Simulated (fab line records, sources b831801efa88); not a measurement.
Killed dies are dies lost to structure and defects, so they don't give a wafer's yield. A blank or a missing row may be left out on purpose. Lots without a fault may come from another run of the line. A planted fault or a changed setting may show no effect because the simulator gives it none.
Which tool did it? | flow sky130 | 12 lots, 30 wafers sampled, at 3 steps of a route of 708

WHAT THE GAUGES READ, wafer by wafer
SKY_FIELD_ISO_THK_MEAS_25. Usual: FIELD_ISO_CVD_24_THK 596 nm, standard deviation 6.8.
lot  | measured    | on            | FIELD_ISO_CVD_24_THK (nm) | flag
L680 | day 2 07:56 | film_metro-04 | 587 585 584               |
L681 | day 2 13:57 | film_metro-04 | 587 593 589               |
L682 | day 2 17:37 | film_metro-04 | 596 595 592               |
L684 | day 3 06:02 | film_metro-03 | 595 604 603               |
L685 | day 3 09:20 | film_metro-01 | 592 599 603               |
L686 | day 3 14:52 | film_metro-03 | 606 601 602               |
L688 | day 3 23:47 | film_metro-01 | 914 915                   | OFF
L689 | day 4 06:07 | film_metro-01 | 911 912                   | OFF
L692 | day 5 03:11 | film_metro-01 | 905 905                   | OFF
L696 | day 5 22:30 | film_metro-01 | 597 599 608               |
L700 | day 6 16:34 | film_metro-01 | 603 600 600               |
L702 | day 7 07:03 | film_metro-04 | 598 605 609               |

WHICH TOOL RAN EACH LOT (tool, then ch and the chambers of the sampled wafers, then the start)
lot  | SKY_FIELD_ISO_STRIP_16              | SKY_FIELD_ISO_CVD_24
L680 | plasma_asher-01 ch 0,1, day 2 04:35 | hdpcvd-01 ch 0,1, day 2 07:50
L681 | plasma_asher-03 ch 0,1, day 2 10:53 | hdpcvd-01 ch 0,2, day 2 13:52
L682 | plasma_asher-03 ch 0,1, day 2 15:52 | hdpcvd-01 ch 0,1,2, day 2 17:32
L684 | plasma_asher-03 ch 0,1, day 3 03:51 | hdpcvd-02 ch 0,2, day 3 05:58
L685 | plasma_asher-02 ch 0,1, day 3 07:02 | hdpcvd-01 ch 1,2, day 3 09:14
L686 | plasma_asher-01 ch 0,1, day 3 11:47 | hdpcvd-01 ch 0,1,2, day 3 14:48
L688 | plasma_asher-01 ch 1, day 3 22:04   | hdpcvd-01 ch 0, day 3 23:43
L689 | plasma_asher-01 ch 1, day 4 03:36   | hdpcvd-01 ch 0, day 4 06:02
L692 | plasma_asher-03 ch 0, day 4 20:59   | hdpcvd-01 ch 1, day 5 03:07
L696 | plasma_asher-02 ch 0,1, day 5 20:45 | hdpcvd-02 ch 0,1,2, day 5 22:26
L700 | plasma_asher-03 ch 0, day 6 14:02   | hdpcvd-02 ch 0,1, day 6 16:29
L702 | plasma_asher-01 ch 0,1, day 7 02:30 | hdpcvd-02 ch 1,2, day 7 06:59
- SKY_FIELD_ISO_STRIP_16: strips in O2/N2.
- SKY_FIELD_ISO_CVD_24: deposits SiO2, target thk 595 nm, time 99.2 s.

WHAT THE TOOLS THEMSELVES READ (means of the sampled wafers that have a number; where no wafer has one, the mark that the record gives instead)
SKY_FIELD_ISO_STRIP_16. Usual: drypump_motor_current_A 5.3 A, standard deviation 0.31; oes_product_au 0.377 a.u., standard deviation 0.0048; strip_time_to_endpoint_s 3.52 s, standard deviation 0.038.
lot  | tool            | drypump_motor_current_A (A) | oes_product_au (a.u.) | strip_time_to_endpoint_s (s) | flag
L680 | plasma_asher-01 | 5.4                         | 0.379                 | 3.50                         |
L681 | plasma_asher-03 | 5.0                         | 0.377                 | 3.48                         |
L682 | plasma_asher-03 | 5.1                         | 0.379                 | 3.53                         |
L684 | plasma_asher-03 | 5.1                         | 0.379                 | 3.51                         |
L685 | plasma_asher-02 | 5.8                         | 0.374                 | 3.52                         |
L686 | plasma_asher-01 | 5.3                         | 0.377                 | 3.55                         |
L688 | plasma_asher-01 | 5.4                         | 0.383                 | 3.55                         |
L689 | plasma_asher-01 | 5.5                         | 0.378                 | 3.54                         |
L692 | plasma_asher-03 | 5.2                         | 0.373                 | 3.51                         |
L696 | plasma_asher-02 | 5.8                         | 0.380                 | 3.51                         |
L700 | plasma_asher-03 | 5.3                         | 0.375                 | 3.46                         |
L702 | plasma_asher-01 | 5.3                         | 0.373                 | 3.49                         |

SKY_FIELD_ISO_CVD_24. Usual: sih4_flow_sccm 60.04 sccm, standard deviation 0.18.
lot  | tool      | sih4_flow_sccm (sccm) | flag
L680 | hdpcvd-01 | 60.13                 |
L681 | hdpcvd-01 | 59.84                 |
L682 | hdpcvd-01 | 59.78                 |
L684 | hdpcvd-02 | 60.23                 |
L685 | hdpcvd-01 | 60.10                 |
L686 | hdpcvd-01 | 60.02                 |
L688 | hdpcvd-01 | 59.91                 |
L689 | hdpcvd-01 | 60.07                 |
L692 | hdpcvd-01 | 60.23                 |
L696 | hdpcvd-02 | 59.90                 |
L700 | hdpcvd-02 | 59.98                 |
L702 | hdpcvd-02 | 60.09                 |

THE ANSWER, worked out from the rows above alone
Rule: a lot is off if the mean of its wafers that have a number lies more than 3 standard deviations from the usual mean. A lot without any number at a reading at which 4 lots or more have one is off too. The other lots that the step has rows for count as sound. The gauges are gone through in route order, then the tools' own readings, and for those a lot's mean is taken as printed above. The first step at which some lot is off is used, and at that step the reading that is off furthest; a lot without a number counts as furthest.
Off: L688, L689, L692, at SKY_FIELD_ISO_THK_MEAS_25 (FIELD_ISO_CVD_24_THK).
A tool fits if, at a process step before that reading, it ran every lot that is off, and no sound lot after the first of them. The gauges at SKY_FIELD_ISO_THK_MEAS_25 are tried like those tools. One fits: hdpcvd-01 at SKY_FIELD_ISO_CVD_24. Its last sound lot is L686 (day 3 14:48), its first lot that is off L688 (day 3 23:43): a fault that began between those two fits.

WHAT THE SIMULATOR HAD PUT IN
Process parameter drift: hdpcvd-01, from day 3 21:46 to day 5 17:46, at SKY_FIELD_ISO_CVD_24. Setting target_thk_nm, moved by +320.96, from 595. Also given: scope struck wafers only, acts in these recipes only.
Lots struck among those shown: L688, L689, L692. The rule above found the same.
